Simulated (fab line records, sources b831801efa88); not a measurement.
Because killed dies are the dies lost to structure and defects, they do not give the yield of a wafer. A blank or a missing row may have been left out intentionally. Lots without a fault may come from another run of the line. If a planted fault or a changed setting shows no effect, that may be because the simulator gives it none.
fab line records    flow sky130    part 1 of 2: steps 1 to 33 of 45
record: lots: 5  wafers: 15  lastDay: 50
route steps=708 shown NWELL@78 PWDE@84 VT_ADJUST_HVTP@85 VT_ADJUST_LVTN@97 VT_ADJUST_NCORE@119
lots that met no fault: taken from a fault-free run of the same line
startH: hours from the record's first day to the start of the lot's first wafer shown    waitH: hours since the lot's step before    " unchanged from the row above    L1.1+2: one row covering several wafers at once    - no value, or no start given    * or withheld: withheld    < > ~ a bound
route shown NAME@n: a module of which the file shows steps, and the number in the route of the first    usual: the fault-free wafers' mean and standard deviation    same: alike in all rows    chamber/n: place in a boat    sites: each site's reading    _std_site: the values' standard deviation    _edge_site: mean of outer sites minus mean of inner sites    radiusMm: how far each site lies from the wafer's centre    mask NAME#n: copy n    behind: the most recent tool/chamber to have shaped the wafer    hold: reason for holding the lot/hours on hold/outcome of the hold    device: names the non-switching transistor (n, p or np)    end of line: the tests these same wafers got at the end of their route    a step with no rows: only its recipe    killed: not the wafer's yield, but the dies lost to structure and defects at the first sort    map: per-die view of a wafer (x killed, . not killed, _ where there is no die)
set.NAME: the setting as run; set.NAME@STEP: as run at that earlier step    model.NAME: the simulator's own value behind a step, which no gauge read
lots at selected steps of the route; one table per step, one row per wafer
services: the hour from which a tool's chamber was out of use, counted from the record's first day as startH (under 0 if before that day), plus the number of hours and why
== steps ==
step: SKY_NWELL_STRIP_25
recipe: chemistry: O2/N2  powerW: 1400  pressureMtorr: 1500  platenTempC: withheld  o2FlowSccm: 3000  n2FlowSccm: 300  overashFraction: 0.5
usual: drypumpMotorCurrentA: 5.68/0.26  oesProductAu: 0.723/0.0043  stripTimeToEndpointS: 36.86/0.095
lot.wafer  tool            chamber  startH  waitH  drypumpMotorCurrentA  oesProductAu  rfHoursCounterH  stripTimeToEndpointS
L074.2     plasmaAsher-02  0        104.11  0.1    5.23                  0.722         44               36.88
L074.5     "               0        "       "      5.23                  0.731         -                36.88
L074.6     "               1        "       "      6.12                  0.724         -                36.95
L076.1     plasmaAsher-02  1        116.07  3.9    6.12                  0.725         45               37.02
L076.2     "               0        "       "      5.26                  0.726         45               37.01
L076.4     "               1        "       "      6.13                  0.722         -                36.88
L078.1     plasmaAsher-04  0        125.76  0.1    5.86                  0.724         1                36.91
L078.5     "               1        "       "      5.50                  0.725         -                36.81
L078.6     "               0        "       "      5.86                  0.720         -                36.90
L082.1     plasmaAsher-03  0        152.18  0.1    5.66                  0.722         29               36.75
L082.2     "               1        "       "      5.73                  0.718         29               36.72
L082.3     "               0        "       "      5.66                  0.728         -                36.74
L097.1     plasmaAsher-02  1        245.23  0.1    6.11                  0.717         59               36.95
L097.3     "               1        "       "      6.08                  0.723         -                36.91
L097.6     "               0        "       "      5.25                  0.729         -                36.90
step: SKY_NWELL_TW_MEAS_26
usual: NWELL_2_TW: 502/5.4
lot.wafer  tool          chamber  startH  waitH  NWELL_2_TW
L074.2     filmMetro-02  -        104.22  0.1    497
L074.5     "             -        "       "      494
L074.6     "             -        "       "      499
L076.1     filmMetro-04  -        116.17  0.1    507
L076.2     "             -        "       "      506
L076.4     "             -        "       "      509
L078.1     filmMetro-01  -        125.86  0.1    502
L078.5     "             -        "       "      501
L078.6     "             -        "       "      503
L082.1     filmMetro-04  -        152.28  0.1    509
L082.2     "             -        "       "      512
L082.3     "             -        "       "      508
L097.1     filmMetro-04  -        245.33  0.1    510
L097.3     "             -        "       "      511
L097.6     "             -        "       "      509
step: SKY_NWELL_CLEAN_27
recipe: chemistry: SC1/SC2  mix: 1:4:20  tempC: 70  timeS: 150  dry: n2Spin
lot.wafer   tool         chamber  startH  waitH
L074.2+5+6  wetBench-01  3        104.27  0.0
L076.1+2+4  wetBench-03  1        116.23  0.1
L078.1+5+6  wetBench-04  0        125.92  0.1
L082.1+2+3  wetBench-04  2        152.34  0.1
L097.1+3+6  wetBench-01  3        245.39  0.1
step: SKY_NWELL_RTA_28
recipe: tempC: 1050  timeS: 30  idleTempC: 650  rampUpCPerS: 150  rampDownCPerS: 90  ambient: N2
usual: lampPowerPct: 25.30/0.055  wafer_temp_C_max: 1054.7/0.93
lot.wafer  tool          chamber  startH  waitH  lampPowerPct  wafer_temp_C_max
L074.2     rtpAnneal-01  0        104.34  0.0    25.31         1056.0
L074.5     "             0        "       "      25.23         1053.5
L074.6     "             0        "       "      25.29         1055.9
L076.1     rtpAnneal-01  0        116.28  0.0    25.30         1056.6
L076.2     "             0        "       "      25.23         1053.3
L076.4     "             0        "       "      25.18         1054.2
L078.1     rtpAnneal-02  0        125.97  0.0    25.40         1055.7
L078.5     "             0        "       "      25.25         1054.4
L078.6     "             0        "       "      25.31         1056.1
L082.1     rtpAnneal-02  0        152.39  0.0    25.33         1053.7
L082.2     "             0        "       "      25.20         1054.7
L082.3     "             0        "       "      25.24         1054.6
L097.1     rtpAnneal-01  0        245.44  0.0    25.25         1052.7
L097.3     "             0        "       "      25.29         1055.5
L097.6     "             0        "       "      25.32         1054.4
step: SKY_NWELL_RS_MEAS_29
recipe: thkMeasGauge: four-point-probe
usual: NWELL_RS: 623.5/1.6
lot.wafer  tool          chamber  startH  waitH  NWELL_RS[ohm/sq]
L074.2     filmMetro-01  -        104.45  0.1    623.0
L074.5     "             -        "       "      626.0
L074.6     "             -        "       "      624.0
L076.1     filmMetro-01  -        116.38  0.1    625.3
L076.2     "             -        "       "      623.0
L076.4     "             -        "       "      624.1
L078.1     filmMetro-02  -        126.07  0.1    622.2
L078.5     "             -        "       "      624.3
L078.6     "             -        "       "      623.2
L082.1     filmMetro-02  -        152.49  0.1    624.6
L082.2     "             -        "       "      623.9
L082.3     "             -        "       "      623.7
L097.1     filmMetro-01  -        245.54  0.1    625.2
L097.3     "             -        "       "      626.0
L097.6     "             -        "       "      624.6
step: SKY_NWELL_RS_MEAS_31
recipe: thkMeasGauge: four-point-probe
usual: PWDE_RS: 5278/16
lot.wafer  tool          chamber  startH  waitH  PWDE_RS[ohm/sq]
L074.2     filmMetro-01  -        104.69  0.1    5285
L074.5     "             -        "       "      5309
L074.6     "             -        "       "      5319
L076.1     filmMetro-01  -        116.62  0.1    5274
L076.2     "             -        "       "      5274
L076.4     "             -        "       "      5262
L078.1     filmMetro-02  -        126.31  0.1    5277
L078.5     "             -        "       "      5280
L078.6     "             -        "       "      5261
L082.1     filmMetro-02  -        152.73  0.1    5268
L082.2     "             -        "       "      5308
L082.3     "             -        "       "      5272
L097.1     filmMetro-01  -        245.78  0.1    5273
L097.3     "             -        "       "      5256
L097.6     "             -        "       "      5274
step: SKY_VT_ADJUST_HVTP_DEHYDRATE_00
recipe: tempC: 200  timeS: 60
lot.wafer   tool           chamber  startH  waitH
L074.2+5+6  lithoTrack-01  0        112.75  8.0
L076.1+2+4  lithoTrack-03  0        124.99  8.4
L078.1+5+6  lithoTrack-04  0        135.66  9.3
L082.1+2+3  lithoTrack-04  0        162.16  9.4
L097.1+3+6  lithoTrack-04  0        256.56  10.8
step: SKY_VT_ADJUST_HVTP_HMDS_01
recipe: primeTimeS: 60  primeTempC: 120
lot.wafer   tool           chamber  startH  waitH
L074.2+5+6  lithoTrack-01  0        112.90  0.1
L076.1+2+4  lithoTrack-03  0        125.14  0.1
L078.1+5+6  lithoTrack-04  0        135.81  0.1
L082.1+2+3  lithoTrack-04  0        162.31  0.1
L097.1+3+6  lithoTrack-04  0        256.71  0.1
step: SKY_VT_ADJUST_HVTP_COAT_02
recipe: resist: NOVOLAK  spinRpm: 3000  resistThkNm: 1140
lot.wafer   tool           chamber  startH  waitH
L074.2+5+6  lithoTrack-01  0        113.05  0.1
L076.1+2+4  lithoTrack-03  0        125.29  0.1
L078.1+5+6  lithoTrack-04  0        135.96  0.1
L082.1+2+3  lithoTrack-04  0        162.46  0.1
L097.1+3+6  lithoTrack-04  0        256.86  0.1
step: SKY_VT_ADJUST_HVTP_SOFTBAKE_03
recipe: tempC: 90  timeS: 60  resist: NOVOLAK
lot.wafer   tool           chamber  startH  waitH
L074.2+5+6  lithoTrack-01  0        113.20  0.1
L076.1+2+4  lithoTrack-03  0        125.44  0.1
L078.1+5+6  lithoTrack-04  0        136.11  0.1
L082.1+2+3  lithoTrack-04  0        162.61  0.1
L097.1+3+6  lithoTrack-04  0        257.01  0.1
step: SKY_VT_ADJUST_HVTP_EXPOSE_04
recipe: maskId: HVTPM  na: 0.6  sourceShape: conventional  sigmaOuter: 0.6  polarization: unpolarized  targetCdNm: 380  doseMj: 140
lot.wafer   tool             chamber  startH  waitH  mask
L074.2+5+6  ilineStepper-01  0        -       -      HVTPM#0
L076.1+2+4  ilineStepper-02  0        -       -      HVTPM#0
L078.1+5+6  ilineStepper-01  0        -       -      HVTPM#0
L082.1+2+3  ilineStepper-01  0        -       -      HVTPM#0
L097.1+3+6  ilineStepper-01  0        -       -      HVTPM#0
step: SKY_VT_ADJUST_HVTP_PEB_05
recipe: tempC: withheld  timeS: *  resist: NOVOLAK
lot.wafer   tool           chamber  startH  waitH
L074.2+5+6  lithoTrack-03  0        -       -
L076.1+2+4  lithoTrack-01  0        -       -
L078.1+5+6  lithoTrack-04  0        -       -
L082.1+2+3  lithoTrack-04  0        -       -
L097.1+3+6  lithoTrack-03  0        -       -
step: SKY_VT_ADJUST_HVTP_DEVELOP_06
recipe: resist: NOVOLAK  developer: TMAH  developTimeS: 60  devTempC: 23
lot.wafer   tool           chamber  startH  waitH
L074.2+5+6  lithoTrack-03  0        121.62  0.1
L076.1+2+4  lithoTrack-01  0        135.37  0.1
L078.1+5+6  lithoTrack-04  0        145.31  0.1
L082.1+2+3  lithoTrack-04  0        172.66  0.1
L097.1+3+6  lithoTrack-03  0        269.24  0.1
step: SKY_VT_ADJUST_HVTP_CD_MEAS_07
recipe: targetCdNm: 380
usual: cdNm: 379.6/2.4
lot.wafer  tool      chamber  startH  waitH  cdNm
L074.2     cdSem-01  -        121.76  0.1    382.6
L074.5     "         -        "       "      382.2
L074.6     "         -        "       "      380.3
L076.1     cdSem-02  -        135.52  0.1    379.5
L076.2     "         -        "       "      377.8
L076.4     "         -        "       "      378.6
L078.1     cdSem-01  -        145.46  0.1    380.1
L078.5     "         -        "       "      379.5
L078.6     "         -        "       "      380.2
L082.1     cdSem-02  -        172.81  0.1    377.1
L082.2     "         -        "       "      381.8
L082.3     "         -        "       "      381.0
L097.1     cdSem-02  -        269.39  0.1    379.7
L097.3     "         -        "       "      376.9
L097.6     "         -        "       "      380.1
step: SKY_VT_ADJUST_HVTP_OVL_MEAS_08
usual: VT_ADJUST_HVTP_OVL: 1.4/1.4
lot.wafer  tool        chamber  startH  waitH  VT_ADJUST_HVTP_OVL[nm]
L074.2     overlay-01  -        121.87  0.1    1.4
L074.5     "           -        "       "      1.6
L074.6     "           -        "       "      1.8
L076.1     overlay-01  -        135.64  0.1    1.8
L076.2     "           -        "       "      2.1
L076.4     "           -        "       "      1.7
L078.1     overlay-02  -        145.58  0.1    1.3
L078.5     "           -        "       "      -0.4
L078.6     "           -        "       "      2.9
L082.1     overlay-02  -        172.93  0.1    1.1
L082.2     "           -        "       "      2.1
L082.3     "           -        "       "      2.4
L097.1     overlay-01  -        269.51  0.1    0.8
L097.3     "           -        "       "      0.5
L097.6     "           -        "       "      1.1
step: SKY_VT_ADJUST_HVTP_IMPLANT_09
recipe: species: As  energyKev: 150  doseCm2: 4.342e+12  tiltDeg: withheld
usual: endStationPressureTorr: 5.03e-06/2.6e-07
lot.wafer  tool          chamber  startH  waitH  endStationPressureTorr
L074.2     implanter-02  0        121.92  0.0    5.31e-06
L074.5     "             0        "       "      4.85e-06
L074.6     "             0        "       "      5.03e-06
L076.1     implanter-03  0        135.68  0.0    5.32e-06
L076.2     "             0        "       "      4.66e-06
L076.4     "             0        "       "      4.44e-06
L078.1     implanter-04  0        145.62  0.0    5.26e-06
L078.5     "             0        "       "      5.14e-06
L078.6     "             0        "       "      4.63e-06
L082.1     implanter-03  0        172.97  0.0    5.29e-06
L082.2     "             0        "       "      5.08e-06
L082.3     "             0        "       "      5.44e-06
L097.1     implanter-02  0        269.55  0.0    5.07e-06
L097.3     "             0        "       "      4.96e-06
L097.6     "             0        "       "      4.52e-06
step: SKY_VT_ADJUST_HVTP_STRIP_10
recipe: chemistry: O2/N2  powerW: 1400  pressureMtorr: 1500  platenTempC: withheld  o2FlowSccm: 3000  n2FlowSccm: 300  overashFraction: 0.5
usual: drypumpMotorCurrentA: 5.9/0.4  oesProductAu: 0.716/0.0043  stripTimeToEndpointS: 14.18/0.041
lot.wafer  tool            chamber  startH  waitH  drypumpMotorCurrentA  oesProductAu  rfHoursCounterH  stripTimeToEndpointS
L074.2     plasmaAsher-01  1        122.05  0.1    6.0                   0.705         43               14.20
L074.5     "               1        "       "      6.0                   0.718         -                14.23
L074.6     "               0        "       "      6.5                   0.709         -                14.23
L076.1     plasmaAsher-02  0        135.83  0.1    5.2                   0.713         48               14.14
L076.2     "               1        "       "      6.1                   0.721         48               14.18
L076.4     "               1        "       "      6.1                   0.711         -                14.15
L078.1     plasmaAsher-03  0        145.77  0.1    5.7                   0.717         28               14.18
L078.5     "               1        "       "      5.7                   0.720         -                14.21
L078.6     "               0        "       "      5.7                   0.718         -                14.20
L082.1     plasmaAsher-01  0        173.12  0.1    6.5                   0.713         48               14.20
L082.2     "               1        "       "      6.0                   0.718         48               14.17
L082.3     "               1        "       "      6.0                   0.705         -                14.18
L097.1     plasmaAsher-01  0        269.70  0.1    6.5                   0.713         58               14.16
L097.3     "               1        "       "      6.0                   0.711         -                14.12
L097.6     "               0        "       "      6.5                   0.709         -                14.13
step: SKY_VT_ADJUST_HVTP_TW_MEAS_11
usual: VT_ADJUST_HVTP_TW: 1381/17
lot.wafer  tool          chamber  startH  waitH  VT_ADJUST_HVTP_TW
L074.2     filmMetro-03  -        122.16  0.1    1369
L074.5     "             -        "       "      1366
L074.6     "             -        "       "      1364
L076.1     filmMetro-03  -        135.93  0.1    1369
L076.2     "             -        "       "      1362
L076.4     "             -        "       "      1364
L078.1     filmMetro-04  -        145.87  0.1    1396
L078.5     "             -        "       "      1403
L078.6     "             -        "       "      1404
L082.1     filmMetro-04  -        173.22  0.1    1394
L082.2     "             -        "       "      1392
L082.3     "             -        "       "      1399
L097.1     filmMetro-03  -        269.80  0.1    1370
L097.3     "             -        "       "      1363
L097.6     "             -        "       "      1370
step: SKY_VT_ADJUST_LVTN_DEHYDRATE_00
recipe: tempC: 200  timeS: 60
lot.wafer   tool           chamber  startH  waitH
L074.2+5+6  lithoTrack-04  0        130.69  8.5
L076.1+2+4  lithoTrack-02  0        144.88  8.9
L078.1+5+6  lithoTrack-04  0        155.11  9.2
L082.1+2+3  lithoTrack-02  0        183.33  10.1
L097.1+3+6  lithoTrack-02  0        281.18  11.4
step: SKY_VT_ADJUST_LVTN_HMDS_01
recipe: primeTimeS: 60  primeTempC: 120
lot.wafer   tool           chamber  startH  waitH
L074.2+5+6  lithoTrack-04  0        130.84  0.1
L076.1+2+4  lithoTrack-02  0        145.03  0.1
L078.1+5+6  lithoTrack-04  0        155.26  0.1
L082.1+2+3  lithoTrack-02  0        183.48  0.1
L097.1+3+6  lithoTrack-02  0        281.33  0.1
step: SKY_VT_ADJUST_LVTN_COAT_02
recipe: spinRpm: 2000  resistThkNm: 3000
lot.wafer   tool           chamber  startH  waitH
L074.2+5+6  lithoTrack-04  0        130.99  0.1
L076.1+2+4  lithoTrack-02  0        145.18  0.1
L078.1+5+6  lithoTrack-04  0        155.41  0.1
L082.1+2+3  lithoTrack-02  0        183.63  0.1
L097.1+3+6  lithoTrack-02  0        281.48  0.1
step: SKY_VT_ADJUST_LVTN_SOFTBAKE_03
recipe: tempC: 110  timeS: withheld
lot.wafer   tool           chamber  startH  waitH
L074.2+5+6  lithoTrack-04  0        131.15  0.1
L076.1+2+4  lithoTrack-02  0        145.33  0.1
L078.1+5+6  lithoTrack-04  0        155.56  0.1
L082.1+2+3  lithoTrack-02  0        183.78  0.1
L097.1+3+6  lithoTrack-02  0        281.63  0.1
step: SKY_VT_ADJUST_LVTN_EXPOSE_04
recipe: maskId: NWM_COMPLEMENT_LESS_NATIVE  na: 0.6  sourceShape: conventional  sigmaOuter: 0.6  polarization: unpolarized  targetCdNm: 840  doseMj: 194
lot.wafer   tool             chamber  startH  waitH  mask
L074.2+5+6  ilineStepper-02  0        -       -      NWM_COMPLEMENT_LESS_NATIVE#0
L076.1+2+4  ilineStepper-01  0        -       -      NWM_COMPLEMENT_LESS_NATIVE#0
L078.1+5+6  ilineStepper-01  0        -       -      NWM_COMPLEMENT_LESS_NATIVE#0
L082.1+2+3  ilineStepper-01  0        -       -      NWM_COMPLEMENT_LESS_NATIVE#0
L097.1+3+6  ilineStepper-01  0        -       -      NWM_COMPLEMENT_LESS_NATIVE#0
step: SKY_VT_ADJUST_LVTN_PEB_05
recipe: tempC: 115  timeS: withheld
lot.wafer   tool           chamber  startH  waitH
L074.2+5+6  lithoTrack-04  0        -       -
L076.1+2+4  lithoTrack-01  0        -       -
L078.1+5+6  lithoTrack-04  0        -       -
L082.1+2+3  lithoTrack-02  0        -       -
L097.1+3+6  lithoTrack-01  0        -       -
step: SKY_VT_ADJUST_LVTN_DEVELOP_06
recipe: wallAngleDeg: 90  developer: TMAH  developTimeS: 60  devTempC: 23
lot.wafer   tool           chamber  startH  waitH
L074.2+5+6  lithoTrack-04  0        -       -
L076.1+2+4  lithoTrack-01  0        -       -
L078.1+5+6  lithoTrack-04  0        -       -
L082.1+2+3  lithoTrack-02  0        -       -
L097.1+3+6  lithoTrack-01  0        -       -
step: SKY_VT_ADJUST_LVTN_OVL_MEAS_07
usual: VT_ADJUST_LVTN_OVL: -0.8/1.2
lot.wafer  tool        chamber  startH  waitH  VT_ADJUST_LVTN_OVL[nm]
L074.2     overlay-02  -        140.57  -      -1.5
L074.5     "           -        "       "      -1.8
L074.6     "           -        "       "      -2.3
L076.1     overlay-02  -        154.72  -      0.2
L076.2     "           -        "       "      -0.2
L076.4     "           -        "       "      0.4
L078.1     overlay-01  -        164.91  -      -0.9
L078.5     "           -        "       "      0.0
L078.6     "           -        "       "      -1.4
L082.1     overlay-01  -        194.48  -      -0.8
L082.2     "           -        "       "      -1.3
L082.3     "           -        "       "      0.3
L097.1     overlay-02  -        294.67  -      -0.5
L097.3     "           -        "       "      -0.8
L097.6     "           -        "       "      0.4
step: SKY_VT_ADJUST_LVTN_IMPLANT_08
recipe: species: B  energyKev: 30  doseCm2: 1.57e+12  tiltDeg: withheld
usual: endStationPressureTorr: 5.02e-06/2.9e-07
lot.wafer  tool          chamber  startH  waitH  endStationPressureTorr
L074.2     implanter-03  0        140.62  0.0    4.61e-06
L074.5     "             0        "       "      5.06e-06
L074.6     "             0        "       "      5.11e-06
L076.1     implanter-03  0        154.76  0.0    4.95e-06
L076.2     "             0        "       "      4.76e-06
L076.4     "             0        "       "      4.78e-06
L078.1     implanter-03  0        164.95  0.0    4.96e-06
L078.5     "             0        "       "      5.05e-06
L078.6     "             0        "       "      4.99e-06
L082.1     implanter-04  0        194.51  0.0    4.96e-06
L082.2     "             0        "       "      5.4e-06
L082.3     "             0        "       "      4.75e-06
L097.1     implanter-04  0        294.71  0.0    4.72e-06
L097.3     "             0        "       "      5.23e-06
L097.6     "             0        "       "      5.21e-06
step: SKY_VT_ADJUST_LVTN_STRIP_09
recipe: chemistry: O2/N2  powerW: 1400  pressureMtorr: 1500  platenTempC: withheld  o2FlowSccm: 3000  n2FlowSccm: 300  overashFraction: 0.5
usual: drypumpMotorCurrentA: 5.9/0.41  oesProductAu: 0.723/0.0042  stripTimeToEndpointS: 36.92/0.085
lot.wafer  tool            chamber  startH  waitH  drypumpMotorCurrentA  oesProductAu  rfHoursCounterH  stripTimeToEndpointS
L074.2     plasmaAsher-02  1        140.75  0.1    6.1                   0.721         49               36.78
L074.5     "               0        "       "      5.2                   0.722         -                36.81
L074.6     "               1        "       "      6.1                   0.726         -                36.83
L076.1     plasmaAsher-02  0        154.91  0.1    5.2                   0.722         50               36.88
L076.2     "               1        "       "      6.1                   0.724         50               37.00
L076.4     "               1        "       "      6.1                   0.726         -                36.95
L078.1     plasmaAsher-01  1        165.10  0.1    6.0                   0.727         48               36.89
L078.5     "               0        "       "      6.5                   0.728         -                36.93
L078.6     "               1        "       "      6.0                   0.717         -                36.86
L082.1     plasmaAsher-04  1        194.66  0.1    5.5                   0.727         8                36.93
L082.2     "               0        "       "      5.8                   0.713         8                36.93
L082.3     "               1        "       "      5.5                   0.725         -                36.91
L097.1     plasmaAsher-04  0        294.86  0.1    5.8                   0.717         17               36.98
L097.3     "               0        "       "      5.8                   0.725         -                37.05
L097.6     "               0        "       "      5.8                   0.719         -                36.80
step: SKY_VT_ADJUST_LVTN_TW_MEAS_10
usual: VT_ADJUST_LVTN_TW: 244.2/2.3
lot.wafer  tool          chamber  startH  waitH  VT_ADJUST_LVTN_TW
L074.2     filmMetro-01  -        140.86  0.1    243.8
L074.5     "             -        "       "      242.6
L074.6     "             -        "       "      244.5
L076.1     filmMetro-04  -        155.01  0.1    246.2
L076.2     "             -        "       "      249.7
L076.4     "             -        "       "      247.6
L078.1     filmMetro-04  -        165.20  0.1    248.0
L078.5     "             -        "       "      247.8
L078.6     "             -        "       "      249.0
L082.1     filmMetro-03  -        194.76  0.1    243.0
L082.2     "             -        "       "      242.2
L082.3     "             -        "       "      242.2
L097.1     filmMetro-04  -        294.96  0.1    248.8
L097.3     "             -        "       "      249.3
L097.6     "             -        "       "      250.1
step: SKY_VT_ADJUST_LVTN_DEHYDRATE_11
recipe: tempC: 200  timeS: 60
lot.wafer   tool           chamber  startH  waitH
L074.2+5+6  lithoTrack-01  0        150.15  9.3
L076.1+2+4  lithoTrack-02  0        163.43  8.4
L078.1+5+6  lithoTrack-04  0        174.61  9.4
L082.1+2+3  lithoTrack-02  0        204.53  9.8
L097.1+3+6  lithoTrack-01  0        306.72  11.8
step: SKY_VT_ADJUST_LVTN_HMDS_12
recipe: primeTimeS: 60  primeTempC: 120
lot.wafer   tool           chamber  startH  waitH
L074.2+5+6  lithoTrack-01  0        150.30  0.1
L076.1+2+4  lithoTrack-02  0        163.58  0.1
L078.1+5+6  lithoTrack-04  0        174.76  0.1
L082.1+2+3  lithoTrack-02  0        204.68  0.1
L097.1+3+6  lithoTrack-01  0        306.87  0.1
step: SKY_VT_ADJUST_LVTN_COAT_13
recipe: resist: NOVOLAK  spinRpm: 3000  resistThkNm: 1140
lot.wafer   tool           chamber  startH  waitH
L074.2+5+6  lithoTrack-01  0        150.45  0.1
L076.1+2+4  lithoTrack-02  0        163.73  0.1
L078.1+5+6  lithoTrack-04  0        174.91  0.1
L082.1+2+3  lithoTrack-02  0        204.83  0.1
L097.1+3+6  lithoTrack-01  0        307.02  0.1
step: SKY_VT_ADJUST_LVTN_SOFTBAKE_14
recipe: tempC: 90  timeS: 60  resist: NOVOLAK
lot.wafer   tool           chamber  startH  waitH
L074.2+5+6  lithoTrack-01  0        150.60  0.1
L076.1+2+4  lithoTrack-02  0        163.88  0.1
L078.1+5+6  lithoTrack-04  0        175.06  0.1
L082.1+2+3  lithoTrack-02  0        204.98  0.1
L097.1+3+6  lithoTrack-01  0        307.17  0.1
